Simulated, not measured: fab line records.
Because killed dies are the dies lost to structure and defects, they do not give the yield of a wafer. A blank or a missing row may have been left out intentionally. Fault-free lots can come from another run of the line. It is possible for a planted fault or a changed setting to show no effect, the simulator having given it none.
Struck lot and sound lot, side by side | flow sky130 | 15 out of 708 route steps
Sound: the wafers L473.2, L473.3, L473.4. The struck wafers were L466.2, L466.3, L466.5. The cause is given at the end.
For every step that has rows: the tool of each side, followed by ch and its chambers, followed by its first start. Under that, the readings that differ: sound wafers | struck wafers | difference of the means | sigmas: that difference in standard deviations of wafers without a fault.
alike: readings with means less than 2 such deviations apart, plus words and numbers identical on both sides. not compared: withheld readings, readings lacking a value on some wafer, bounds such as >300 that could conceal the same value, and numbers that have no deviation in the record and whose values overlap.
The two part at a step that has a row with sigmas, a row that says differs or no value, or rows on one side only. Non-overlapping numbers with no deviation appear without sigmas and do not part them. A reading missing from all wafers of one side parts the sides only when that side holds two or more wafers.

first, 5 steps without rows for these wafers: SKY_VT_ADJUST_PCH_COAT_02 (resist thk 3000 nm); SKY_VT_ADJUST_PCH_SOFTBAKE_03; SKY_VT_ADJUST_PCH_EXPOSE_04 (exposes mask NWM, target cd 840 nm); SKY_VT_ADJUST_PCH_PEB_05; SKY_VT_ADJUST_PCH_DEVELOP_06 (develop time 60 s).
SKY_VT_ADJUST_PCH_OVL_MEAS_07:
  sound: overlay-01 at day 16 06:35; struck: overlay-02 at day 14 07:02
  reading                | sound       | struck         | difference | sigmas
  VT_ADJUST_PCH_OVL (nm) | 1.1 2.2 1.2 | -1.5 -2.8 -2.5 | -3.8       | -3
next, for these wafers, 1 step has no rows: SKY_VT_ADJUST_PCH_IMPLANT_08.
SKY_VT_ADJUST_PCH_STRIP_09: strips in O2/N2.
  sound on plasma-asher-02 ch 0,1, day 16 06:46; struck on plasma-asher-01 ch 0, day 14 07:13
  alike: drypump-motor-current-A, oes-product-au, strip-time-to-endpoint-s
  not compared: rf-hours-counter-h
SKY_VT_ADJUST_PCH_TW_MEAS_10:
  sound: film-metro-03 at day 16 06:53; struck: film-metro-03 at day 14 07:20
  alike: VT_ADJUST_PCH_TW
then, 3 steps without rows for these wafers: SKY_SONOS_TUNNEL_DEHYDRATE_00 (time 60 s); SKY_SONOS_TUNNEL_HMDS_01 (prime time 60 s); SKY_SONOS_TUNNEL_COAT_02 (resist thk 1140 nm).
SKY_SONOS_TUNNEL_SOFTBAKE_03: time 60 s.
  sound on litho-track-02 ch 0, day 16 21:22; struck on litho-track-01 ch 0, day 14 19:52
  reading          | sound             | struck               | difference | sigmas
  run-length-s (s) | 88.91 89.17 88.84 | 101.68 101.72 101.69 | +12.72     | +80
  alike: plate-temp-C
then, 1 step without rows for these wafers: SKY_SONOS_TUNNEL_EXPOSE_04 (exposes mask TUNM, target cd 410 nm).
-- record jumps: 35 days separate the struck wafers' starts on either side; left off in module SONOS_TUNNEL, taken up again in module PAD_OPEN, whose first shown step is the route's number 708 --
SKY_PAD_OPEN_PROBE_99:
  sound: prober-02 at day 50 06:49; struck: prober-01 at day 49 15:02
  alike: killed_at_M0_to_M3, killed_at_M4_up, killed-at-contacts, killed-at-front-end, killed-at-other, killed-dies, killed-on-rim, killed-open, killed-short

WHERE THEY PART
Last at SKY_SONOS_TUNNEL_SOFTBAKE_03 as far as this record goes, first at SKY_VT_ADJUST_PCH_OVL_MEAS_07. Later steps at which nothing parts them and some readings are alike: SKY_PAD_OPEN_PROBE_99.

WHY: whatever the simulator had introduced
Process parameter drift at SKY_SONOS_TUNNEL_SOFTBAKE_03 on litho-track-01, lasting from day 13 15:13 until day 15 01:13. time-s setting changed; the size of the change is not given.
